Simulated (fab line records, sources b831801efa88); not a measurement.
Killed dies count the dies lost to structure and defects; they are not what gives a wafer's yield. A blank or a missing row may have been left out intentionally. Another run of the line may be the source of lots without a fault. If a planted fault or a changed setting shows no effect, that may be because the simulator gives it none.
Matching of chambers :: flow gf180mcu :: cmp-02 running GF_V5_CMP_26: 4 sister chambers
The step polishes, stops on SiO2, t overpolish 15 s, target thk 0 nm. 4 wafers are shown with their chamber, then 9 later ones without.

## WAFERS WITH THEIR CHAMBER
wafer: L085.5
chamber: 2
motor current A (A): 12.1

wafer: L085.6
chamber: 3
motor current A (A): 11.9

wafer: L087.5
chamber: 0
motor current A (A): 10.0

wafer: L087.6
chamber: 1
motor current A (A): 11.1

## WAFERS MISSING THEIR CHAMBER
wafer: L090.2
motor current A (A): 11.5

wafer: L090.5
motor current A (A): 11.8

wafer: L090.6
motor current A (A): 11.4

wafer: L095.1
motor current A (A): 10.2

wafer: L095.4
motor current A (A): 12.1

wafer: L095.6
motor current A (A): 11.4

wafer: L096.2
motor current A (A): 11.1

wafer: L096.3
motor current A (A): 10.2

wafer: L096.5
motor current A (A): 11.9

## WHICH CHAMBER EACH ONE RAN IN
wafer: L090.2
from the rows above: can't be placed: 1 or 3 or 2
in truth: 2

wafer: L090.5
from the rows above: can't be placed: 3 or 2
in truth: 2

wafer: L090.6
from the rows above: can't be placed: 1 or 3 or 2
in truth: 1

wafer: L095.1
from the rows above: 0
in truth: 0

wafer: L095.4
from the rows above: can't be placed: 2 or 3
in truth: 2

wafer: L095.6
from the rows above: can't be placed: 1 or 3 or 2
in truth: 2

wafer: L096.2
from the rows above: 1
in truth: 1

wafer: L096.3
from the rows above: 0
in truth: 0

wafer: L096.5
from the rows above: can't be placed: 3 or 2
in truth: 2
Correctly placed: 3 of 9. Can't be placed from these rows: 6 (the true chamber is among the candidates in 6). Number placed wrongly: 0.
How it was worked out, from the rows above alone: a wafer's distance from a chamber is the root of the sum, over the readings, of the square of ((its reading less the chamber's mean) divided by the reading's scatter). The wafer belongs to the nearest chamber; if the next one is less than 2 further off, it can't be placed. The mean given for a chamber averages the wafers shown for that chamber. The scatter: root of mean squared gap, hidden wafer to nearest shown wafer, with one shown wafer a chamber.
